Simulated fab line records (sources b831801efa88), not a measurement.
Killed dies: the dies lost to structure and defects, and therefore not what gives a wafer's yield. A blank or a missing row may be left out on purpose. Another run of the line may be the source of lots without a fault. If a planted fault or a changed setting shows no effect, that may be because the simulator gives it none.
Struck lot and sound lot, side by side ; flow sky130 ; 35 out of 708 route steps
Sound: wafers L541.3, L541.4, L541.5. Struck: wafers L531.3, L531.4, L531.5. The cause comes at the end.
Per side, at each step with rows, come the tool, then ch with its chambers, and then its first start. Under that, the readings that differ: sound wafers ; struck wafers ; difference of the means ; sigmas: that difference in standard deviations of wafers without a fault.
alike: readings whose means differ by less than 2 such deviations, and words and numbers that are the same on both sides. not compared: withheld readings, readings that some wafer has no value for, bounds like >300 that may hide the same value, and numbers for which the record gives no deviation and whose values overlap.
A row with sigmas, a row that says differs or no value, or rows on one side alone: a step with any of these is where the two part. Numbers that have no deviation but don't overlap get no sigmas and don't part them. A reading missing from all wafers of one side parts the sides only when that side holds two or more wafers.

first, 10 steps without rows for these wafers: SKY_VIA1_HMDS_05 (prime time 60 s); SKY_VIA1_COAT_06 (resist thk 60 nm); SKY_VIA1_COAT_07 (resist thk 450 nm); SKY_VIA1_SOFTBAKE_08 (time 90 s); SKY_VIA1_EXPOSE_09 (exposes mask VIM, target cd 150 nm); SKY_VIA1_PEB_10; SKY_VIA1_DEVELOP_11 (develop time 60 s); SKY_VIA1_ETCH_14 (etches BARC in N2/H2, stops on SiO2, time 45.9 s, target depth 60 nm); SKY_VIA1_ETCH_15 (etches SiO2 in C4F8/O2/Ar, stops on TiN, target depth 351 nm, time 54 s); SKY_VIA1_STRIP_16 (strips in O2/N2).
SKY_VIA1_STRIP_17: strips in post etch residue remover, time 1200 s.
  sound on wet-bench-02 ch 0, day 38 22:02; struck on wet-bench-03 ch 0, day 35 03:20
then, 23 steps without rows for these wafers: SKY_VIA1_CLEAN_18 (cleans in IPA, time 180 s); SKY_VIA1_CLEAN_19 (cleans in O3/DIW); SKY_VIA1_SPUTTER_20 (material TiN, target thk 20 nm, time 80 s); SKY_VIA1_CVD_21 (deposits W, target thk 270 nm, time 80.902 s); SKY_VIA1_CMP_24 (polishes, stops on SiO2, t overpolish 15 s, target thk 0 nm); SKY_METAL2_SPUTTER_00 (material Ti, target thk 15 nm, time 10 s); SKY_METAL2_SPUTTER_01 (material TiN, target thk 20 nm, time 16.7 s); SKY_METAL2_SPUTTER_02 (material AlCu, target thk 250 nm, time 13.3 s); SKY_METAL2_SPUTTER_03 (material Ti, target thk 5 nm, time 3.3 s); SKY_METAL2_SPUTTER_04 (material TiN, target thk 70 nm, time 58.3 s); SKY_METAL2_DEHYDRATE_07 (time 60 s); SKY_METAL2_HMDS_08 (prime time 60 s); SKY_METAL2_COAT_09 (resist thk 60 nm); SKY_METAL2_COAT_10 (resist thk 450 nm); SKY_METAL2_SOFTBAKE_11 (time 90 s); SKY_METAL2_EXPOSE_12 (exposes mask MM2, target cd 140 nm); SKY_METAL2_PEB_13; SKY_METAL2_DEVELOP_14 (develop time 60 s); SKY_METAL2_DESCUM_17 (chemistry O2, time 8 s); SKY_METAL2_ETCH_18 (etches BARC in N2/H2, stops on SiO2, time 45.9 s, target depth 60 nm); SKY_METAL2_METAL_ETCH_19 (etches the open film in Cl2/BCl3, stops on SiO2, target depth 360 nm, time 78 s); SKY_METAL2_STRIP_20 (strips in O2/N2); SKY_METAL2_STRIP_21 (strips in post etch residue remover, time 1200 s).
-- the record jumps here: 12 days lie between the struck wafers' starts before and after (it left off in module METAL2 and takes up again in module PAD_OPEN, whose first step shown is number 708 of the route) --
SKY_PAD_OPEN_PROBE_99:
  sound: prober-01 at day 49 14:28; struck: prober-01 at day 46 19:21
reading;sound;struck;difference;sigmas
hold;- - -;await-dispo/9.6h/release await-dispo/9.6h/release await-dispo/9.6h/release;no value on the sound wafers;
defect-limited-yield (%);76.8 81.9 83.1;74.0 75.2 79.7;-4.3;-2
killed_at_M0_to_M3;46 50 42;83 78 60;+28;+4
killed-dies;114 89 83;128 122 100;+21;+2
sort_bin_5_function (%);13.6 9.1 9.8;14.6 16.5 12.8;+3.8;+2
sort-n-pass;378 403 409;364 370 392;-21;-2
sort-yield-pct (%);76.8 81.9 83.1;74.0 75.2 79.7;-4.3;-2
  alike: killed_at_M4_up, killed-at-contacts, killed-at-front-end, killed-at-other, killed-open, killed-short, sort_bin_3_pad_short, sort_bin_6_memory
  not compared: model.etest.tester.sort-n-pass, model.etest.tester.sort-yield-pct, model.etest.tester.sort_bin_5_pct, model.etest.tester.sort_bin_3_pct

WHERE THEY PART
Only at SKY_PAD_OPEN_PROBE_99, within this record.

WHY: whatever the simulator had introduced
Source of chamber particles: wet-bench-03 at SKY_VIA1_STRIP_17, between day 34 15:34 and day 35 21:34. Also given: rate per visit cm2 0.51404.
